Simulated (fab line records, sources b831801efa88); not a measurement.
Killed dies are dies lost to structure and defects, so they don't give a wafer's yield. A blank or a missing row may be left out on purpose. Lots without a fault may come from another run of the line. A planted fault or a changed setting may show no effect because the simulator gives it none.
Which tool did it? | flow sky130 | 10 lots, 30 wafers sampled, at 4 steps of a route of 708

WHAT THE GAUGES READ, wafer by wafer
SKY_METAL1_RS_MEAS_05: measures by four-point-probe.
lot  | measured     | on            | METAL1_ALCU_RS (ohm/sq)
L438 | day 31 10:15 | film_metro-02 | 0.1233 0.1257 0.1256
L440 | day 32 03:01 | film_metro-01 | 0.1267 0.1271 0.1277
L444 | day 33 11:27 | film_metro-01 | 0.1271 0.1273 0.1284
L447 | day 35 13:08 | film_metro-01 | 0.1260 0.1259 0.1257
L448 | day 35 13:19 | film_metro-02 | 0.1268 0.1496 0.1277
L451 | day 36 12:53 | film_metro-03 | 0.1282 0.1273 0.1282
L452 | day 36 14:04 | film_metro-02 | 0.1279 0.1269 0.1280
L455 | day 37 05:50 | film_metro-01 | 0.1273 0.1277 0.1265
L457 | day 38 04:47 | film_metro-01 | 0.1262 0.1272 0.1258
L460 | day 38 13:53 | film_metro-03 | 0.1272 0.1263 0.1267

WHICH TOOL RAN EACH LOT (tool, then ch and the chambers of the sampled wafers, then the start)
lot  | SKY_CONTACT_SPUTTER_23       | SKY_METAL1_SPUTTER_02        | SKY_METAL1_SPUTTER_04
L438 | pvd_sputter-01, day 31 09:28 | pvd_sputter-01, day 31 10:10 | pvd_sputter-01, day 31 10:12
L440 | pvd_sputter-02, day 32 02:12 | pvd_sputter-04, day 32 02:54 | pvd_sputter-04, day 32 02:56
L444 | pvd_sputter-01, day 33 10:38 | pvd_sputter-02, day 33 11:20 | pvd_sputter-02, day 33 11:23
L447 | pvd_sputter-01, day 35 12:17 | pvd_sputter-04, day 35 12:59 | pvd_sputter-04, day 35 13:02
L448 | pvd_sputter-03, day 35 12:32 | pvd_sputter-02, day 35 13:14 | pvd_sputter-02, day 35 13:16
L451 | pvd_sputter-02, day 36 12:06 | pvd_sputter-04, day 36 12:48 | pvd_sputter-04, day 36 12:50
L452 | pvd_sputter-03, day 36 13:13 | pvd_sputter-01, day 36 13:55 | pvd_sputter-01, day 36 13:58
L455 | pvd_sputter-02, day 37 05:02 | pvd_sputter-04, day 37 05:44 | pvd_sputter-04, day 37 05:47
L457 | pvd_sputter-03, day 38 04:00 | pvd_sputter-01, day 38 04:42 | pvd_sputter-01, day 38 04:44
L460 | pvd_sputter-03, day 38 13:06 | pvd_sputter-01, day 38 13:48 | pvd_sputter-01, day 38 13:50
- SKY_CONTACT_SPUTTER_23: material TiN, target thk 20 nm, time 80 s.
- SKY_METAL1_SPUTTER_02: material AlCu, target thk 250 nm, time 13.3 s.
- SKY_METAL1_SPUTTER_04: material TiN, target thk 70 nm, time 58.3 s.

THE ANSWER, worked out from the rows above alone
Rule: what is usual is taken from the lots themselves. Put in order of their means at a reading, lots are off if they are a third of the lots or fewer, leave a main group of 4 or more, and stand apart from it by a gap of 3 or more times the standard deviation of the main group's means; of several such gaps the widest counts. A main group whose means are all the same, to the digits that the tables above print for the reading, isn't used. A lot without any number at a reading at which 4 lots or more have one is off too. The other lots that the step has rows for count as sound.
Off: L448, at SKY_METAL1_RS_MEAS_05 (METAL1_ALCU_RS). The main group: mean 0.1268 ohm/sq, standard deviation 0.00091.
A tool fits if, at a process step before that reading, it ran every lot that is off, and no sound lot after the first of them. The gauges at SKY_METAL1_RS_MEAS_05 are tried like those tools. One fits: pvd_sputter-02 at SKY_METAL1_SPUTTER_02 and SKY_METAL1_SPUTTER_04. At SKY_METAL1_SPUTTER_02 its last sound lot is L444 (day 33 11:20), its first lot that is off L448 (day 35 13:14): a fault that began between those two fits.

WHAT THE SIMULATOR HAD PUT IN
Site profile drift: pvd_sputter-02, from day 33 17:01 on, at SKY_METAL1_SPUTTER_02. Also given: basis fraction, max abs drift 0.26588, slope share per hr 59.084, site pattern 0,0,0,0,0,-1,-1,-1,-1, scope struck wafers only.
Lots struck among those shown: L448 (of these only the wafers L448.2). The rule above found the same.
